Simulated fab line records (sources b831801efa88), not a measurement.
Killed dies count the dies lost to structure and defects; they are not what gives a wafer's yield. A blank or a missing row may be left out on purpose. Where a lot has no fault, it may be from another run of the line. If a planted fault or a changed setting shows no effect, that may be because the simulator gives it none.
What tool caused it? / flow sky130 / 13 lots with 39 wafers sampled at 3 steps, on a route of 708 steps

WHAT THE GAUGES READ, wafer by wafer
SKY_VT_ADJUST_NCORE_CD_MEAS_07: target cd 380 nm. Usual: 379.4 nm for cd nm, sd 1.9.
lot=L149; measured=day 8 09:33; on=cd sem-02; cd nm (nm)=383.2 383.7 383.5; flag=
lot=L150; measured=day 8 18:33; on=cd sem-02; cd nm (nm)=384.6 383.1 379.7; flag=
lot=L152; measured=day 9 06:45; on=cd sem-02; cd nm (nm)=377.8 379.2 380.0; flag=
lot=L153; measured=day 9 11:42; on=cd sem-02; cd nm (nm)=379.6 381.4 382.3; flag=
lot=L155; measured=day 10 04:36; on=cd sem-01; cd nm (nm)=377.4 378.9 378.8; flag=
lot=L156; measured=day 10 08:49; on=cd sem-01; cd nm (nm)=380.8 381.8 378.3; flag=
lot=L157; measured=day 10 15:49; on=cd sem-02; cd nm (nm)=- - -; flag=OFF
lot=L158; measured=day 11 02:50; on=cd sem-01; cd nm (nm)=380.2 378.1 379.2; flag=
lot=L163; measured=day 12 14:07; on=cd sem-01; cd nm (nm)=378.6 379.0 378.5; flag=
lot=L167; measured=day 13 18:12; on=cd sem-02; cd nm (nm)=377.9 379.2 376.9; flag=
lot=L169; measured=day 14 15:38; on=cd sem-01; cd nm (nm)=379.6 382.6 380.5; flag=
lot=L170; measured=day 14 23:38; on=cd sem-01; cd nm (nm)=379.6 380.4 378.0; flag=
lot=L171; measured=day 15 14:33; on=cd sem-02; cd nm (nm)=376.9 380.1 378.0; flag=

SKY_VT_ADJUST_NCORE_TW_MEAS_11. Usual: VT_ADJUST_NCORE_TW typically reads 221.3, with standard deviation 1.3.
lot=L149; measured=day 8 09:57; on=film metro-04; VT_ADJUST_NCORE_TW=221.1 221.1 221.1; flag=
lot=L150; measured=day 8 18:57; on=film metro-04; VT_ADJUST_NCORE_TW=219.8 220.8 220.7; flag=
lot=L152; measured=day 9 07:09; on=film metro-04; VT_ADJUST_NCORE_TW=220.8 220.7 221.4; flag=
lot=L153; measured=day 9 12:06; on=film metro-03; VT_ADJUST_NCORE_TW=220.8 221.0 221.2; flag=
lot=L155; measured=day 10 05:00; on=film metro-03; VT_ADJUST_NCORE_TW=224.2 223.3 224.1; flag=
lot=L156; measured=day 10 09:13; on=film metro-02; VT_ADJUST_NCORE_TW=219.3 220.7 221.0; flag=
lot=L157; measured=day 10 16:13; on=film metro-03; VT_ADJUST_NCORE_TW=30.5 30.7 30.5 30.3 30.4 30.5; flag=OFF
lot=L158; measured=day 11 03:13; on=film metro-04; VT_ADJUST_NCORE_TW=222.7 223.0 222.7; flag=
lot=L163; measured=day 12 14:31; on=film metro-04; VT_ADJUST_NCORE_TW=220.3 220.4 220.9; flag=
lot=L167; measured=day 13 18:36; on=film metro-02; VT_ADJUST_NCORE_TW=218.9 219.8 220.9; flag=
lot=L169; measured=day 14 16:01; on=film metro-04; VT_ADJUST_NCORE_TW=221.6 223.8 222.5; flag=
lot=L170; measured=day 15 00:02; on=film metro-04; VT_ADJUST_NCORE_TW=222.8 221.9 222.5; flag=
lot=L171; measured=day 15 14:57; on=film metro-03; VT_ADJUST_NCORE_TW=221.8 223.0 221.8; flag=

WHAT TOOL EACH LOT RAN ON (gives the tool, then ch and the chambers of the sampled wafers, and finally the start)
lot=L149; SKY_VT_ADJUST_NCORE_EXPOSE_04=iline stepper-01 ch 0, day 8 00:17
lot=L150; SKY_VT_ADJUST_NCORE_EXPOSE_04=iline stepper-01 ch 0, day 8 08:16
lot=L152; SKY_VT_ADJUST_NCORE_EXPOSE_04=iline stepper-01 ch 0, day 8 21:32
lot=L153; SKY_VT_ADJUST_NCORE_EXPOSE_04=iline stepper-02 ch 0, day 9 01:25
lot=L155; SKY_VT_ADJUST_NCORE_EXPOSE_04=iline stepper-01 ch 0, day 9 17:52
lot=L156; SKY_VT_ADJUST_NCORE_EXPOSE_04=iline stepper-01 ch 0, day 9 21:28
lot=L157; SKY_VT_ADJUST_NCORE_EXPOSE_04=iline stepper-01 ch 0, day 10 04:22
lot=L158; SKY_VT_ADJUST_NCORE_EXPOSE_04=iline stepper-02 ch 0, day 10 15:51
lot=L163; SKY_VT_ADJUST_NCORE_EXPOSE_04=iline stepper-02 ch 0, day 12 02:10
lot=L167; SKY_VT_ADJUST_NCORE_EXPOSE_04=iline stepper-01 ch 0, day 13 05:45
lot=L169; SKY_VT_ADJUST_NCORE_EXPOSE_04=iline stepper-01 ch 0, day 14 02:17
lot=L170; SKY_VT_ADJUST_NCORE_EXPOSE_04=iline stepper-02 ch 0, day 14 10:34
lot=L171; SKY_VT_ADJUST_NCORE_EXPOSE_04=iline stepper-01 ch 0, day 15 02:01
- SKY_VT_ADJUST_NCORE_EXPOSE_04: exposes mask LVTN COMPLEMENT THIN, target cd 380 nm.

WHAT THE TOOLS THEMSELVES READ (means of the sampled wafers that have a number; where no wafer has one, the mark that the record gives instead)
The record holds no such reading with a usual standard deviation.

THE ANSWER, worked out from the rows above alone
Rule: a lot is off if the mean of its wafers that have a number lies more than 3 standard deviations from the usual mean. Also off: a lot with no number at a reading for which 4 or more lots have one. The other lots that the step has rows for count as sound. After the gauges, taken in route order, come the tools' own readings; for these a lot's mean is taken, as printed above. The first step at which some lot is off is used, and at that step the reading that is off furthest; a lot without a number counts as furthest.
Off: L157 (SKY_VT_ADJUST_NCORE_CD_MEAS_07, cd nm). Without a number there: L157.
If a tool, at a process step before that reading, ran all the lots that are off and no sound lot after the first of them, it fits. Not tried: the gauges at SKY_VT_ADJUST_NCORE_CD_MEAS_07; whatever is off there is also off at SKY_VT_ADJUST_NCORE_TW_MEAS_11, on other tools, and gauge error can't account for it. Of those tried, none fits.

WHAT THE SIMULATOR HAD PUT IN
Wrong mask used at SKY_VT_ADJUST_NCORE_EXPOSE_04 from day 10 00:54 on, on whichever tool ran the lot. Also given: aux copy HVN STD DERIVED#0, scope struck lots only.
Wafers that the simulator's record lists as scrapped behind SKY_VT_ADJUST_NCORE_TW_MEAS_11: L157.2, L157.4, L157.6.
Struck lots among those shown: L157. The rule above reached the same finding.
